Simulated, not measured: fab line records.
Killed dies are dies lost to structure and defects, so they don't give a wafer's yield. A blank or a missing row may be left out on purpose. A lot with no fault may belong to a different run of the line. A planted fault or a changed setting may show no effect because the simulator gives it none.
The tool behind it: which one? ; flow sky130 ; Sampling: 14 lots, 42 wafers, 4 of 708 route steps

## WHAT EACH GAUGE READ, for each wafer
SKY_POLY_GATE_CD_MEAS_13 targets a cd of 150 nm.
lot;measured;on;cd_nm (nm)
L532;day 16 22:59;cd_sem-01;148.5 149.1 148.3
L533;day 17 01:26;cd_sem-02;149.8 149.6 149.8
L535;day 18 01:27;cd_sem-01;148.8 150.0 149.0
L538;day 19 01:54;cd_sem-01;148.1 148.5 147.2
L539;day 19 00:56;cd_sem-01;150.2 150.0 151.2
L541;day 20 04:22;cd_sem-02;149.9 148.9 149.2
L542;day 20 07:14;cd_sem-02;154.0 153.2 154.6
L545;day 21 12:09;cd_sem-01;149.9 150.1 150.2
L549;day 22 18:24;cd_sem-01;149.1 148.0 148.6
L550;day 23 04:44;cd_sem-01;151.3 151.8 152.0
L551;day 23 10:12;cd_sem-02;148.7 149.6 149.6
L552;day 23 22:02;cd_sem-01;150.7 149.5 149.5
L554;day 24 10:31;cd_sem-01;148.5 149.4 149.3
L555;day 24 15:08;cd_sem-02;149.4 148.0 149.1

SKY_SD_N_CD_MEAS_07 targets a cd of 380 nm.
lot;measured;on;cd_nm (nm)
L532;day 28 06:23;cd_sem-01;383.3 383.2 382.3
L533;day 28 11:29;cd_sem-01;378.6 380.2 376.7
L535;day 29 08:45;cd_sem-01;378.7 381.6 380.2
L538;day 30 12:05;cd_sem-01;377.7 378.5 375.8
L539;day 30 10:52;cd_sem-02;374.7 375.8 374.4
L541;day 31 07:58;cd_sem-01;380.4 381.1 380.1
L542;day 31 11:13;cd_sem-01;381.6 379.5 380.8
L545;day 32 15:00;cd_sem-02;380.7 382.9 380.4
L549;day 33 17:44;cd_sem-02;375.8 377.6 373.9
L550;day 34 05:31;cd_sem-02;381.6 382.4 381.2
L551;day 34 07:35;cd_sem-02;384.4 384.0 383.1
L552;day 35 00:02;cd_sem-02;379.9 382.5 379.1
L554;day 35 03:58;cd_sem-02;379.5 380.8 382.8
L555;day 35 06:19;cd_sem-02;384.0 383.8 383.5

## WHICH TOOL RAN EACH LOT (tool, then ch and the chambers of the sampled wafers, then the start)
lot;SKY_PWDE_STRIP_09;SKY_NWELL_PEB_21
L532;plasma_asher-03 ch 0,1, day 3 23:01;litho_track-01 ch 0, day 5 09:00
L533;plasma_asher-04 ch 1, day 4 02:38;litho_track-02 ch 0, day 5 13:00
L535;plasma_asher-03 ch 0,1, day 4 18:54;litho_track-01 ch 0, day 6 08:00
L538;plasma_asher-01 ch 0,1, day 5 08:36;litho_track-01 ch 0, day 6 23:00
L539;plasma_asher-03 ch 0,1, day 5 09:33;litho_track-02 ch 0, day 7 00:00
L541;plasma_asher-01 ch 0,1, day 6 01:47;litho_track-01, day 7 17:00
L542;plasma_asher-03 ch 0,1, day 6 04:53;litho_track-01, day 7 20:00
L545;plasma_asher-03 ch 0,1, day 6 20:26;litho_track-01 ch 0, day 8 13:00
L549;plasma_asher-03 ch 0,1, day 7 20:07;litho_track-04 ch 0, day 9 13:00
L550;plasma_asher-03 ch 0,1, day 8 02:03;litho_track-01 ch 0, day 9 21:00
L551;plasma_asher-04 ch 0,1, day 8 08:05;litho_track-01 ch 0, day 10 03:00
L552;plasma_asher-01 ch 0,1, day 8 15:22;litho_track-04 ch 0, day 10 12:00
L554;plasma_asher-03 ch 0,1, day 9 00:41;litho_track-02 ch 0, day 10 22:00
L555;plasma_asher-01 ch 0,1, day 9 05:56;litho_track-04 ch 0, day 11 04:00
- SKY_PWDE_STRIP_09: strips in O2/N2.
- SKY_NWELL_PEB_21

## AS READ BY THE TOOLS THEMSELVES (means over the sampled wafers that have a number; for cases with no such wafer, the mark the record gives instead)
SKY_PWDE_STRIP_09.
lot;tool;drypump_motor_current_A (A);oes_product_au (a.u.);strip_time_to_endpoint_s (s)
L532;plasma_asher-03;6.4;0.722;36.87
L533;plasma_asher-04;5.2;0.720;37.00
L535;plasma_asher-03;6.4;0.725;36.96
L538;plasma_asher-01;5.3;0.724;36.89
L539;plasma_asher-03;6.1;0.723;36.94
L541;plasma_asher-01;5.3;0.719;36.82
L542;plasma_asher-03;6.4;0.726;36.77
L545;plasma_asher-03;6.2;0.722;36.80
L549;plasma_asher-03;6.4;0.719;36.86
L550;plasma_asher-03;6.2;0.723;36.72
L551;plasma_asher-04;5.2;0.719;36.89
L552;plasma_asher-01;5.3;0.724;36.93
L554;plasma_asher-03;6.5;0.726;37.23
L555;plasma_asher-01;5.3;0.725;36.82

SKY_NWELL_PEB_21.
lot;tool;chill_plate_temp_C (C);exhaust_pa (Pa)
L532;litho_track-01;23.06;44.2
L533;litho_track-02;22.99;44.9
L535;litho_track-01;23.05;44.1
L538;litho_track-01;23.05;44.5
L539;litho_track-02;23.11;44.6
L541;litho_track-01;-;-
L542;litho_track-01;-;-
L545;litho_track-01;22.94;44.8
L549;litho_track-04;23.00;44.6
L550;litho_track-01;22.88;46.3
L551;litho_track-01;22.93;44.5
L552;litho_track-04;22.93;45.6
L554;litho_track-02;22.96;44.9
L555;litho_track-04;22.88;45.2

## THE ANSWER, worked out from the rows above alone
Rule: the lots themselves supply what counts as usual. The widest of any qualifying gaps counts: lots, ordered by their means at a reading, are off when they make up no more than a third of the lots, leave a main group of 4 or more, and stand apart from it by 3 or more times the standard deviation of that group's means. A main group whose means are all the same, to the digits that the tables above print for the reading, isn't used. A lot without any number at a reading at which 4 lots or more have one is off too. The other lots that the step has rows for count as sound. The gauges are gone through in route order, then the tools' own readings, and for those a lot's mean is taken as printed above. The first step at which some lot is off is used, and at that step the reading that is off furthest; a lot without a number counts as furthest.
Off: L541, L542, at SKY_NWELL_PEB_21 (chill_plate_temp_C). Without a number there: L541, L542. For the main group the mean is 22.98 C and the standard deviation 0.071.
If a tool, at that step or one of the process steps before it, ran each lot that is off and ran no sound lot following the first of them, it fits. None of those tried fits.

## WHAT WAS PUT IN BY THE SIMULATOR
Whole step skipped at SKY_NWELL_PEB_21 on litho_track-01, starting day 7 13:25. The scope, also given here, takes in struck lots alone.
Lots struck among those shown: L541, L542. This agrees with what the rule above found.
